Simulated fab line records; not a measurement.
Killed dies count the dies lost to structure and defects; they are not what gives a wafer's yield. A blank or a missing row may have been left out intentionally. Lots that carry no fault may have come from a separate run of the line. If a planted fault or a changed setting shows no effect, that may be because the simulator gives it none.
Which of the tools did it? | flow sky130 | 33 wafers from 11 lots sampled at 3 of the route's 708 steps

== WHAT EACH GAUGE READ, for each wafer ==
SKY_POLY_GATE_THK_MEAS_01. Usual: POLY_GATE_CVD_00_THK typically reads 179.8 nm, with standard deviation 1.9.
lot  | measured     | on           | POLY_GATE_CVD_00_THK (nm) | flag
L986 | day 14 00:58 | filmMetro-03 | 179.2 178.3 178.0         | 
L987 | day 14 08:20 | filmMetro-03 | 177.8 177.7 177.4         | 
L988 | day 14 22:59 | filmMetro-01 | 182.1 182.8 182.6         | 
L989 | day 14 22:59 | filmMetro-02 | 180.7 180.3 180.2         | 
L991 | day 15 15:33 | filmMetro-02 | 180.1 182.0 180.8         | 
L994 | day 17 03:43 | filmMetro-02 | 177.5 176.6 178.3         | 
L996 | day 18 00:28 | filmMetro-03 | 178.5 179.1 179.3         | 
L999 | day 18 22:19 | filmMetro-03 | 191.5 189.5 190.6         | OFF
L100 | day 19 03:04 | filmMetro-01 | 188.6 187.7 187.0         | OFF
L101 | day 19 11:49 | filmMetro-01 | 190.0 188.6 189.7         | OFF
L109 | day 22 12:13 | filmMetro-02 | 181.3 182.3 183.0         | 

== WHICH TOOL RAN EACH LOT (tool, then ch and the chambers of the sampled wafers, then the start) ==
lot  | SKY_SONOS_ONO_ETCH_15             | SKY_POLY_GATE_CVD_00
L986 | rieDiel-04 ch 1,2,3, day 12 16:53 | lpcvd-01 ch 1, day 13 23:45
L987 | rieDiel-04 ch 0,1,3, day 12 23:44 | lpcvd-01 ch 1, day 14 07:08
L988 | rieDiel-01 ch 0,1,3, day 13 14:18 | lpcvd-01 ch 0, day 14 21:47
L989 | rieDiel-03 ch 2,3, day 13 15:26   | lpcvd-01 ch 0, day 14 21:47
L991 | rieDiel-03 ch 0,1,3, day 14 05:44 | lpcvd-01 ch 0, day 15 13:45
L994 | rieDiel-03 ch 0,2,3, day 15 13:09 | lpcvd-01 ch 1, day 17 02:31
L996 | rieDiel-01 ch 1,3, day 16 11:08   | lpcvd-01 ch 1, day 17 23:15
L999 | rieDiel-01 ch 0,1,3, day 17 08:17 | lpcvd-01 ch 0, day 18 21:07
L100 | rieDiel-01 ch 1,2,3, day 17 15:20 | lpcvd-01 ch 0, day 19 01:52
L101 | rieDiel-03 ch 0,2,3, day 17 23:27 | lpcvd-01 ch 1, day 19 10:37
L109 | rieDiel-04 ch 0,2,3, day 20 21:08 | lpcvd-01 ch 0, day 22 11:01
- SKY_SONOS_ONO_ETCH_15: etches the open film in CHF3/O2, target depth 19.52 nm, time 7.8 s.
- SKY_POLY_GATE_CVD_00: deposits poly-Si, target thk 180 nm, time 720 s.

== AS READ BY THE TOOLS THEMSELVES (means over the sampled wafers that have a number; for cases with no such wafer, the mark the record gives instead) ==
SKY_SONOS_ONO_ETCH_15. Usual: O2_flow_sccm 4.999 sccm, standard deviation 0.014; drypumpMotorCurrentA 5.8 A, standard deviation 0.33; oesProductAu 1.003 a.u., standard deviation 0.01; throttleValvePct 8.824 %, standard deviation 0.0091.
lot  | tool       | O2_flow_sccm (sccm) | drypumpMotorCurrentA (A) | oesProductAu (a.u.) | throttleValvePct (%) | flag
L986 | rieDiel-04 | 4.994               | 5.7                      | 1.002               | 8.830                | 
L987 | rieDiel-04 | 5.005               | 6.0                      | 1.001               | 8.816                | 
L988 | rieDiel-01 | 4.995               | 5.9                      | 1.011               | 8.825                | 
L989 | rieDiel-03 | 5.003               | 5.7                      | 1.001               | 8.827                | 
L991 | rieDiel-03 | 5.007               | 6.0                      | 0.994               | 8.831                | 
L994 | rieDiel-03 | 4.997               | 5.8                      | 1.011               | 8.836                | 
L996 | rieDiel-01 | 4.996               | 6.1                      | 1.007               | 8.824                | 
L999 | rieDiel-01 | 4.997               | 5.9                      | 0.998               | 8.826                | 
L100 | rieDiel-01 | 5.004               | 6.0                      | 1.011               | 8.828                | 
L101 | rieDiel-03 | 4.997               | 5.8                      | 1.006               | 8.818                | 
L109 | rieDiel-04 | 4.993               | 5.8                      | 1.001               | 8.830                | 

SKY_POLY_GATE_CVD_00. Usual: spikeTcLowerC 621.5 C, standard deviation 0.96; susceptorTempC 620.04 C, standard deviation 0.27; zonePowerLowerPct 9.2 %, standard deviation 0.54.
lot  | tool     | spikeTcLowerC (C) | susceptorTempC (C) | zonePowerLowerPct (%) | flag
L986 | lpcvd-01 | 621.5             | 620.16             | 8.4                   | 
L987 | lpcvd-01 | 621.0             | 619.66             | 8.5                   | 
L988 | lpcvd-01 | 621.2             | 619.76             | 9.6                   | 
L989 | lpcvd-01 | 621.0             | 620.26             | 9.5                   | 
L991 | lpcvd-01 | 622.7             | 620.01             | 9.5                   | 
L994 | lpcvd-01 | 622.6             | 620.33             | 8.4                   | 
L996 | lpcvd-01 | 621.6             | 620.40             | 8.5                   | 
L999 | lpcvd-01 | 621.3             | 620.31             | 9.6                   | 
L100 | lpcvd-01 | 621.4             | 619.98             | 9.6                   | 
L101 | lpcvd-01 | 621.5             | 619.97             | 8.4                   | 
L109 | lpcvd-01 | 620.8             | 620.22             | 9.6                   | 

== THE ANSWER, worked out from the rows above alone ==
Rule: a lot counts as off when the mean over its wafers that have a number is more than 3 standard deviations away from the usual mean. A lot without any number at a reading at which 4 lots or more have one is off too. Any other lot the step has rows for is counted as sound. After the gauges, taken in route order, come the tools' own readings; for these a lot's mean is taken, as printed above. At the first step where some lot is off, the reading lying furthest off is the one used; lots without a number count as furthest.
Off: L999, L100, L101, seen at SKY_POLY_GATE_THK_MEAS_01 (POLY_GATE_CVD_00_THK).
If a tool, at a process step before that reading, ran all the lots that are off and no sound lot after the first of them, it fits. Gauges at SKY_POLY_GATE_THK_MEAS_01: tried the same way as those tools. Not one of the candidates tried fits.

== WHAT THE SIMULATOR PUT IN ==
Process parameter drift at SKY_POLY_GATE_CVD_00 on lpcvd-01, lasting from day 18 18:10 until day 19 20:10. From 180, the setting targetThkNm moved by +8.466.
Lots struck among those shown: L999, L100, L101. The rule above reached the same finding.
